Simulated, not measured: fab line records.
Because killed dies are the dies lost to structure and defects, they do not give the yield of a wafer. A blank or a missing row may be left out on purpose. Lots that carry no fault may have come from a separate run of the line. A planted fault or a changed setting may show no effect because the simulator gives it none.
Struck lot and sound lot, side by side ; flow sky130 ; 15 steps out of a route of 708
Sound: wafers L781.1, L781.4, L781.6. Wafers struck: L773.3, L773.4, L773.5. At the end, the cause is stated.
For every step that has rows: the tool of each side, followed by ch and its chambers, followed by its first start. Under that, the readings that differ: sound wafers ; struck wafers ; difference of the means ; sigmas: that difference in standard deviations of wafers without a fault.
alike: words and numbers the same on both sides, and readings whose means are apart by under 2 such deviations; not compared: readings that were withheld, readings missing a value for some wafer, numbers with overlapping values and no deviation given by the record, and bounds like >300 which may hide the same value.
The two part at a step that has a row with sigmas, a row that says differs or no value, or rows on one side only. When numbers do not overlap yet have no deviation, they are printed without sigmas and do not part them. Lack of a reading on every wafer of one side parts them only where that side has two or more wafers.

SKY_SONOS_ONO_THK_MEAS_05:
  sound: film metro-02 at day 18 12:22; struck: film metro-03 at day 15 14:44
  alike: SONOS_ONO_CVD_04_THK
then, 7 steps without rows for these wafers: SKY_SONOS_ONO_DEHYDRATE_06 (time 60 s); SKY_SONOS_ONO_HMDS_07 (prime time 60 s); SKY_SONOS_ONO_COAT_08 (resist thk 1140 nm); SKY_SONOS_ONO_SOFTBAKE_09 (time 60 s); SKY_SONOS_ONO_EXPOSE_10 (exposes mask ONOM, target cd 410 nm); SKY_SONOS_ONO_PEB_11; SKY_SONOS_ONO_DEVELOP_12 (develop time 60 s).
SKY_SONOS_ONO_CD_MEAS_13: the cd target is 410 nm.
  sound: cd sem-01 at day 19 19:04; struck: cd sem-02 at day 16 18:59
  alike: cd nm
SKY_SONOS_ONO_OVL_MEAS_14:
  sound: overlay-01 at day 19 19:11; struck: overlay-01 at day 16 19:04
  alike: SONOS_ONO_OVL
SKY_SONOS_ONO_ETCH_15: etches the open film in CHF3/O2, target depth 19.52 nm, time 7.8 s.
  sound on rie diel-04 ch 0,1,3, day 19 19:13; struck on rie diel-01 ch 2,3, day 16 19:05
  alike: O2_flow_sccm, drypump motor current A, oes product au, throttle valve pct
  not compared: rf hours counter h
then, 1 step without rows for these wafers: SKY_SONOS_ONO_WET_ETCH_16 (etches SiO2 in dHF, target depth 14 nm, time 280 s).
SKY_SONOS_ONO_STRIP_17: strips in O2/N2.
  sound on plasma asher-01 ch 0,1, day 19 19:19; struck on plasma asher-01 ch 0,1, day 16 19:14
  no value came back on the struck wafers for any of 6 readings (chamber pressure mTorr (mTorr), drypump motor current A (A) and others); on the sound wafers chamber pressure mTorr (mTorr) reads 1499.9 1501.0 1498.7
reading;sound;struck;difference;sigmas
model.NOVOLAK_of_SONOS_ONO_COAT_08.thk nm (nm);0 0 0;1124 1125 1123;+1124;
  not compared: rf hours counter h
then, 1 step without rows for these wafers: SKY_SONOS_ONO_WET_ETCH_18 (etches Si3N4 in H3PO4, target depth 15 nm, time 172 s).
-- the record jumps here: 32 days lie between the struck wafers' starts before and after (it left off in module SONOS_ONO and takes up again in module PAD_OPEN, whose first step shown is number 708 of the route) --
SKY_PAD_OPEN_PROBE_99:
  sound: prober-01 at day 50 11:54; struck: prober-01 at day 48 19:55
reading;sound;struck;difference;sigmas
killed at front end;19 18 23;421 405 418;+395;+86
killed dies;83 83 92;492 492 492;+406;+44
killed on rim;14 17 24;96 96 96;+78;+22
  alike: killed_at_M0_to_M3, killed_at_M4_up, killed at contacts, killed at other, killed open, killed short

== WHERE THEY PART ==
At SKY_SONOS_ONO_STRIP_17 first; at SKY_PAD_OPEN_PROBE_99 last (within this record only).

WHY: what the simulator had put in
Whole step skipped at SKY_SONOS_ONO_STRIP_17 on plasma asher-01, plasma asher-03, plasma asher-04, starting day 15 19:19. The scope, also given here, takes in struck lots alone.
